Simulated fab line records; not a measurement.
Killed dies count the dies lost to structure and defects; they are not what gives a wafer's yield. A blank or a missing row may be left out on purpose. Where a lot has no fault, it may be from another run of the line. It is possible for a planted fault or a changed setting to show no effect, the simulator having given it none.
Which tool is to blame? + flow sky130 + 11 lots, 33 wafers sampled, at 7 steps of a route of 708

== WHAT THE GAUGES SHOWED, per wafer ==
SKY_GATE_OXIDE_OVL_MEAS_10.
| lot  | measured     | on         | GATE_OXIDE_OVL (nm) |
|------|--------------|------------|---------------------|
| L938 | day 14 04:11 | overlay-01 | 0.5 0.4 1.0         |
| L940 | day 15 08:40 | overlay-01 | 0.8 2.3 1.2         |
| L941 | day 15 15:08 | overlay-02 | 0.4 0.1 0.8         |
| L942 | day 15 15:25 | overlay-02 | 0.1 -0.2 -1.5       |
| L943 | day 16 07:47 | overlay-01 | -0.7 0.5 -0.1       |
| L944 | day 17 01:17 | overlay-01 | -0.3 0.2 1.7        |
| L946 | day 17 06:10 | overlay-02 | 0.0 0.8 3.0         |
| L945 | day 17 07:04 | overlay-02 | -1.0 0.0 0.2        |
| L947 | day 17 08:10 | overlay-01 | 1.2 1.2 0.8         |
| L956 | day 20 13:49 | overlay-01 | 1.6 1.5 1.2         |
| L957 | day 20 21:07 | overlay-01 | 0.8 -0.6 -2.3       |

SKY_POLY_GATE_THK_MEAS_04.
| lot  | measured     | on            | POLY_GATE_CVD_03_THK (nm) |
|------|--------------|---------------|---------------------------|
| L938 | day 15 10:37 | film-metro-03 | 75.1 74.5 74.9            |
| L940 | day 16 18:44 | film-metro-04 | 74.4 74.3 73.7            |
| L941 | day 17 01:13 | film-metro-04 | 75.4 75.4 75.8            |
| L942 | day 17 02:34 | film-metro-01 | 74.9 75.3 75.1            |
| L943 | day 17 18:00 | film-metro-04 | 74.7 75.4 75.2            |
| L944 | day 18 17:13 | film-metro-04 | 75.3 75.2 75.2            |
| L946 | day 18 19:37 | film-metro-04 | 75.1 75.7 74.9            |
| L945 | day 18 19:39 | film-metro-01 | 75.3 75.9 75.3            |
| L947 | day 18 23:58 | film-metro-04 | 75.5 74.6 74.6            |
| L956 | day 22 02:12 | film-metro-03 | 75.6 75.7 75.9            |
| L957 | day 22 09:20 | film-metro-01 | 74.7 73.9 73.8            |

SKY_LDD_N_OVL_MEAS_07.
| lot  | measured     | on         | LDD_N_OVL (nm) |
|------|--------------|------------|----------------|
| L938 | day 17 23:02 | overlay-02 | -1.4 -1.2 -1.9 |
| L940 | day 19 07:58 | overlay-01 | 0.0 0.5 -2.7   |
| L941 | day 19 14:12 | overlay-02 | 0.7 1.0 -0.6   |
| L942 | day 19 14:38 | overlay-01 | -3.6 -1.3 -2.9 |
| L943 | day 20 10:11 | overlay-01 | -2.7 -0.8 -1.3 |
| L944 | day 21 08:29 | overlay-01 | -0.5 0.2 -0.9  |
| L946 | day 21 12:40 | overlay-01 | -1.3 -1.2 0.2  |
| L945 | day 21 12:58 | overlay-02 | -1.1 -1.1 -0.6 |
| L947 | day 21 18:11 | overlay-01 | -2.8 -3.4 -2.9 |
| L956 | day 24 15:37 | overlay-01 | - - -          |
| L957 | day 24 23:11 | overlay-02 | - - -          |

SKY_LDD_P_TW_MEAS_11.
| lot  | measured     | on            | LDD_P_TW       |
|------|--------------|---------------|----------------|
| L938 | day 19 06:37 | film-metro-02 | 649 645 642    |
| L940 | day 20 16:19 | film-metro-01 | 641 638 637    |
| L941 | day 20 21:50 | film-metro-04 | 632 635 637    |
| L942 | day 20 22:52 | film-metro-01 | 640 639 639    |
| L943 | day 21 18:54 | film-metro-02 | 642 640 643    |
| L944 | day 22 16:55 | film-metro-04 | 640 644 645    |
| L946 | day 22 20:43 | film-metro-01 | 637 640 635    |
| L945 | day 22 21:16 | film-metro-04 | 642 644 642    |
| L947 | day 23 02:52 | film-metro-01 | 641 644 639    |
| L956 | day 25 22:38 | film-metro-02 | 2625 2617 2631 |
| L957 | day 26 05:01 | film-metro-01 | 2581 2599 2590 |

SKY_LDD_HVN_TW_MEAS_10.
| lot  | measured     | on            | LDD_HVN_TW     |
|------|--------------|---------------|----------------|
| L938 | day 20 14:19 | film-metro-03 | 1423 1422 1424 |
| L940 | day 21 23:13 | film-metro-01 | 1448 1444 1442 |
| L941 | day 22 03:58 | film-metro-01 | 1447 1443 1447 |
| L942 | day 22 05:21 | film-metro-03 | 1429 1428 1430 |
| L943 | day 23 01:15 | film-metro-01 | 1440 1444 1440 |
| L944 | day 23 22:57 | film-metro-03 | 1423 1425 1425 |
| L946 | day 24 02:41 | film-metro-04 | 1431 1441 1435 |
| L945 | day 24 03:28 | film-metro-03 | 1428 1417 1427 |
| L947 | day 24 09:09 | film-metro-01 | 1439 1439 1442 |
| L956 | day 27 02:23 | film-metro-03 | 2685 2685 2681 |
| L957 | day 27 10:20 | film-metro-03 | 2682 2699 2693 |

== WHAT TOOL EACH LOT RAN ON (gives the tool, then ch and the chambers of the sampled wafers, and finally the start) ==
| lot  | SKY_LDD_N_COAT_02                 | SKY_LDD_P_STRIP_10                   |
|------|-----------------------------------|--------------------------------------|
| L938 | litho-track-04 ch 0, day 17 09:29 | plasma-asher-02 ch 0,1, day 19 06:31 |
| L940 | litho-track-04 ch 0, day 18 17:46 | plasma-asher-04 ch 0, day 20 16:13   |
| L941 | litho-track-04 ch 0, day 18 23:08 | plasma-asher-04 ch 0,1, day 20 21:45 |
| L942 | litho-track-02 ch 0, day 18 23:06 | plasma-asher-04 ch 0,1, day 20 22:46 |
| L943 | litho-track-01 ch 0, day 19 19:24 | plasma-asher-02 ch 1, day 21 18:47   |
| L944 | litho-track-01 ch 0, day 20 15:57 | plasma-asher-03 ch 0, day 22 16:49   |
| L946 | litho-track-02 ch 0, day 20 20:34 | plasma-asher-02 ch 0,1, day 22 20:37 |
| L945 | litho-track-01 ch 0, day 20 21:08 | plasma-asher-04 ch 0,1, day 22 21:10 |
| L947 | litho-track-02 ch 0, day 21 02:54 | plasma-asher-04 ch 0,1, day 23 02:46 |
| L956 | litho-track-01, day 24 02:05      | plasma-asher-03 ch 0,1, day 25 22:33 |
| L957 | litho-track-02, day 24 08:04      | plasma-asher-02 ch 0,1, day 26 04:55 |
- SKY_LDD_N_COAT_02: resist thk 300 nm.
- SKY_LDD_P_STRIP_10: strips in O2/N2.

== AS READ BY THE TOOLS THEMSELVES (means over the sampled wafers that have a number; for cases with no such wafer, the mark the record gives instead) ==
SKY_LDD_N_COAT_02.
| lot  | tool           | chill-plate-temp-C (C) | dispense-pressure-kPa (kPa) |
|------|----------------|------------------------|-----------------------------|
| L938 | litho-track-04 | 23.15                  | 49.5                        |
| L940 | litho-track-04 | 23.18                  | 49.5                        |
| L941 | litho-track-04 | 23.14                  | 49.5                        |
| L942 | litho-track-02 | 23.07                  | 46.8                        |
| L943 | litho-track-01 | 23.14                  | 51.0                        |
| L944 | litho-track-01 | 22.99                  | 51.0                        |
| L946 | litho-track-02 | 22.93                  | 46.9                        |
| L945 | litho-track-01 | 22.92                  | 51.0                        |
| L947 | litho-track-02 | 23.02                  | 46.8                        |
| L956 | litho-track-01 | -                      | -                           |
| L957 | litho-track-02 | -                      | -                           |

SKY_LDD_P_STRIP_10.
| lot  | tool            | drypump-motor-current-A (A) | n2-flow-sccm (sccm) | o2-flow-sccm (sccm) | oes-product-au (a.u.) | strip-time-to-endpoint-s (s) |
|------|-----------------|-----------------------------|---------------------|---------------------|-----------------------|------------------------------|
| L938 | plasma-asher-02 | 5.6                         | 300.2               | 3002                | 0.717                 | 14.20                        |
| L940 | plasma-asher-04 | 6.0                         | 298.4               | 2995                | 0.713                 | 14.17                        |
| L941 | plasma-asher-04 | 5.8                         | 298.9               | 2990                | 0.712                 | 14.20                        |
| L942 | plasma-asher-04 | 5.8                         | 299.9               | 2999                | 0.715                 | 14.17                        |
| L943 | plasma-asher-02 | 5.6                         | 298.4               | 3001                | 0.714                 | 14.16                        |
| L944 | plasma-asher-03 | 6.5                         | 299.9               | 2994                | 0.716                 | 14.19                        |
| L946 | plasma-asher-02 | 5.6                         | 299.9               | 3009                | 0.717                 | 14.17                        |
| L945 | plasma-asher-04 | 5.6                         | 300.2               | 3004                | 0.713                 | 14.08                        |
| L947 | plasma-asher-04 | 5.8                         | 301.3               | 2998                | 0.713                 | 14.17                        |
| L956 | plasma-asher-03 | 6.3                         | 300.7               | 2998                | 0.720                 | 14.17                        |
| L957 | plasma-asher-02 | 5.6                         | 301.4               | 2995                | 0.717                 | 14.22                        |

== THE ANSWER, worked out from the rows above alone ==
Rule: usual is defined by the lots themselves. The widest of any qualifying gaps counts: lots, ordered by their means at a reading, are off when they make up no more than a third of the lots, leave a main group of 4 or more, and stand apart from it by 3 or more times the standard deviation of that group's means. If all means in a main group match to the digits the tables above print for the reading, that group is not used. Also off: a lot with no number at a reading for which 4 or more lots have one. The other lots that the step has rows for count as sound. The gauges are gone through in route order, then the tools' own readings, and for those a lot's mean is taken as printed above. At the first step where some lot is off, the reading lying furthest off is the one used; lots without a number count as furthest.
Off: at SKY_LDD_N_OVL_MEAS_07 (LDD_N_OVL), L956, L957. Without a number there: L956, L957. The main group has a mean of -1.2 nm with a standard deviation of 1.
If a tool, at a process step before that reading, ran all the lots that are off and no sound lot after the first of them, it fits. Not tried: the gauges at SKY_LDD_N_OVL_MEAS_07; whatever is off there is also off at SKY_LDD_P_TW_MEAS_11, on other tools, and gauge error can't account for it. None of those tried fits.

== WHAT THE SIMULATOR PUT IN ==
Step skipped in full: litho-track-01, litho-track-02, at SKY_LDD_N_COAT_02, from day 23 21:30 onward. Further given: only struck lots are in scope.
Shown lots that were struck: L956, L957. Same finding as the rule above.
